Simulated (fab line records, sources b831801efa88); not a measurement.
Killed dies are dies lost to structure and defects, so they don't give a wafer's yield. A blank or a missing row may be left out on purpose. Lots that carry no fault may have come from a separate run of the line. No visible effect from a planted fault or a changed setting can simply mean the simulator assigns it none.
A struck lot beside a sound one / flow sky130 / 32 out of 708 route steps
Sound: wafers L341.3, L341.4, L341.6. Struck: wafers L351.2, L351.4, L351.6. At the end, the cause is stated.
For every step that has rows: the tool of each side, followed by ch and its chambers, followed by its first start. Under that, the readings that differ: sound wafers / struck wafers / difference of the means / sigmas: that difference in standard deviations of wafers without a fault.
alike: words and numbers the same on both sides, and readings whose means are apart by under 2 such deviations; not compared: readings that were withheld, readings missing a value for some wafer, numbers with overlapping values and no deviation given by the record, and bounds like >300 which may hide the same value.
The two part at a step that has a row with sigmas, a row that says differs or no value, or rows on one side only. Numbers that don't overlap but have no deviation are shown without sigmas and don't part them. A reading missing from all wafers of one side parts the sides only when that side holds two or more wafers.

SKY_PWDE_OVL_MEAS_07:
  sound: overlay-02 at day 3 21:14; struck: overlay-02 at day 6 08:29
  alike: PWDE_OVL
after that, 1 step had no rows for these wafers: SKY_PWDE_IMPLANT_08.
SKY_PWDE_STRIP_09: strips in O2/N2.
  sound on plasma-asher-04 ch 0,1, day 3 21:27; struck on plasma-asher-01 ch 0,1, day 6 08:40
  alike: drypump-motor-current-A, oes-product-au, strip-time-to-endpoint-s
  not compared: rf-hours-counter-h
SKY_PWDE_TW_MEAS_10:
  sound: film-metro-02 at day 3 21:32; struck: film-metro-02 at day 6 08:47
  alike: PWDE_TW
then, 7 steps without rows for these wafers: SKY_NWELL_DEHYDRATE_03 (time 60 s); SKY_NWELL_HMDS_04 (prime time 60 s); SKY_NWELL_COAT_05 (resist thk 3000 nm); SKY_NWELL_SOFTBAKE_06; SKY_NWELL_EXPOSE_07 (exposes mask NWM, target cd 840 nm); SKY_NWELL_PEB_08; SKY_NWELL_DEVELOP_09 (develop time 60 s).
SKY_NWELL_OVL_MEAS_10:
  sound: overlay-01 at day 4 15:17; struck: overlay-01 at day 7 03:17
  alike: NWELL_00_OVL
SKY_NWELL_IMPLANT_11:
  sound on implanter-02 ch 0, day 4 15:22; struck on implanter-01 ch 0, day 7 03:40
  alike: beam-energy-keV, dose-ions-cm2
then, 2 steps without rows for these wafers: SKY_NWELL_IMPLANT_12; SKY_NWELL_IMPLANT_13.
SKY_NWELL_STRIP_14: strips in O2/N2.
  sound on plasma-asher-01 ch 0,1, day 4 15:48; struck on plasma-asher-02 ch 0,1, day 7 04:05
reading=strip-time-to-endpoint-s (s); sound=37.04 37.13 37.05; struck=36.77 36.81 36.82; difference=-0.27; sigmas=-2
  alike: drypump-motor-current-A, oes-product-au
  not compared: rf-hours-counter-h
SKY_NWELL_TW_MEAS_15:
  sound: film-metro-01 at day 4 15:53; struck: film-metro-04 at day 7 04:11
reading=NWELL_TW; sound=1797 1799 1797; struck=2310 2314 2315; difference=+515; sigmas=+17
then, 7 steps without rows for these wafers: SKY_NWELL_DEHYDRATE_16 (time 60 s); SKY_NWELL_HMDS_17 (prime time 60 s); SKY_NWELL_COAT_18 (resist thk 3000 nm); SKY_NWELL_SOFTBAKE_19; SKY_NWELL_EXPOSE_20 (exposes mask NWM COMPLEMENT, target cd 840 nm); SKY_NWELL_PEB_21; SKY_NWELL_DEVELOP_22 (develop time 60 s).
SKY_NWELL_OVL_MEAS_23:
  sound: overlay-01 at day 5 09:18; struck: overlay-02 at day 8 00:49
  alike: NWELL_01_OVL
after that, 1 step had no rows for these wafers: SKY_NWELL_IMPLANT_24.
SKY_NWELL_STRIP_25: strips in O2/N2.
  sound on plasma-asher-02 ch 0,1, day 5 09:31; struck on plasma-asher-01 ch 0,1, day 8 00:59
  alike: drypump-motor-current-A, oes-product-au, strip-time-to-endpoint-s
  not compared: rf-hours-counter-h
SKY_NWELL_TW_MEAS_26:
  sound: film-metro-01 at day 5 09:35; struck: film-metro-01 at day 8 01:06
  alike: NWELL_2_TW
then, 1 step without rows for these wafers: SKY_NWELL_CLEAN_27 (cleans in SC1/SC2, time 150 s).
SKY_NWELL_RTA_28: time 30 s.
  sound on rtp-anneal-01 ch 0, day 5 09:43; struck on rtp-anneal-01 ch 0, day 8 01:13
  alike: anneal-temp-c-max, chamber-o2-ppm, lamp-power-pct, wafer_temp_C_max
SKY_NWELL_RS_MEAS_29: the measuring method here is four-point-probe.
  sound: film-metro-04 at day 5 09:49; struck: film-metro-02 at day 8 01:19
reading=NWELL_RS (ohm/sq); sound=623.7 622.7 624.1; struck=429.5 429.6 428.7; difference=-194.2; sigmas=-99 or more
-- the record jumps here: 41 days lie between the struck wafers' starts before and after (it left off in module NWELL and takes up again in module PAD_OPEN, whose first step shown is number 708 of the route) --
SKY_PAD_OPEN_PROBE_99:
  sound: prober-02 at day 46 06:11; struck: prober-02 at day 48 23:02
reading=model.etest.nfet_16v.r-on-ohm-um; sound=1.414e+04 1.408e+04 1.408e+04; struck=1.232e+04 1.233e+04 1.246e+04; difference=-1.730e+03; sigmas=
reading=model.etest.pfet_16v.r-on-ohm-um; sound=1.532e+04 1.527e+04 1.528e+04; struck=1.654e+04 1.775e+04 1.698e+04; difference=+1.800e+03; sigmas=
reading=model.etest.res-nwell.line-ohm-um; sound=1120 1135 1123; struck=726.7 790.9 738.5; difference=-374.0; sigmas=
reading=model.etest.res-nwell.rs-ohm-sq; sound=950.5 964.4 956.4; struck=654.1 712.5 662.4; difference=-280.8; sigmas=
reading=model.etest.pfet-g5v0d10v5.r-on-ohm-um; sound=4830 4774 4805; struck=4934 4897 5017; difference=+146; sigmas=
reading=model.etest.tip_p_5v.rs-ohm-sq; sound=2859 2869 2833; struck=3047 3038 3052; difference=+192; sigmas=
reading=model.etest.res-iso-pwell.width-nm (nm); sound=2636 2655 2641; struck=2598 2583 2586; difference=-55; sigmas=
reading=model.etest.res-nwell.width-nm (nm); sound=849.5 846.2 844.9; struck=899.1 899.7 902.8; difference=+53.7; sigmas=
  alike: killed_at_M0_to_M3, killed_at_M4_up, killed-at-contacts, killed-at-front-end, killed-at-other, killed-dies, killed-open, killed-short

## WHERE THEY PART
First at SKY_NWELL_STRIP_14; last, within this record, at SKY_NWELL_RS_MEAS_29. Later steps at which nothing parts them and some readings are alike: SKY_PAD_OPEN_PROBE_99.

WHY: the cause the simulator had injected
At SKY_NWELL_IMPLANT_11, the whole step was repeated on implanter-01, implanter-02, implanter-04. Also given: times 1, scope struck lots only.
